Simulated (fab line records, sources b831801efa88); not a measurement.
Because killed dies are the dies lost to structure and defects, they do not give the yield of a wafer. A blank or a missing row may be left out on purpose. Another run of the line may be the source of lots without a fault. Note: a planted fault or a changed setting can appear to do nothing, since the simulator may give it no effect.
Chamber matching | flow sky130 | cmp-02 running SKY_VIA1_CMP_02: 4 sister chambers
The step polishes SiO2. 4 wafers are shown with their chamber, then 12 later ones without.

## WAFERS, EACH WITH ITS CHAMBER
wafer  | chamber | motorCurrentA (A)
L078.6 | 3       | 12.8
L084.6 | 1       | 11.4
L087.1 | 0       | 10.4
L087.6 | 2       | 13.8

## WAFERS WITHOUT THEIR CHAMBER
wafer  | motorCurrentA (A)
L090.1 | 13.1
L090.2 | 12.0
L090.3 | 14.1
L089.3 | 12.4
L089.4 | 10.1
L089.5 | 13.0
L093.2 | 10.3
L093.5 | 12.9
L093.6 | 13.6
L097.3 | 13.7
L097.4 | 12.5
L097.6 | 10.3

## WHICH CHAMBER EACH WENT THROUGH
wafer  | from the rows above     | in truth
L090.1 | can't be placed: 3 or 2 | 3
L090.2 | can't be placed: 1 or 3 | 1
L090.3 | 2                       | 2
L089.3 | 3                       | 3
L089.4 | 0                       | 0
L089.5 | 3                       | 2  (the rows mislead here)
L093.2 | 0                       | 0
L093.5 | 3                       | 3
L093.6 | 2                       | 2
L097.3 | 2                       | 2
L097.4 | 3                       | 3
L097.6 | 0                       | 0
Placed correctly: 9 of 12. Can't be placed from these rows: 2 (the true chamber is among the candidates in 2). Wrongly placed: 1.
How it was worked out, from the rows above alone: a wafer's distance from a chamber is the root of the sum, over the readings, of the square of ((its reading less the chamber's mean) divided by the reading's scatter). If the next closest chamber is less than 2 further off than the closest, the wafer can't be placed; otherwise it belongs to the closest. Each chamber's mean is taken over the wafers shown for it. The scatter: root of mean squared gap, hidden wafer to nearest shown wafer, with one shown wafer a chamber.
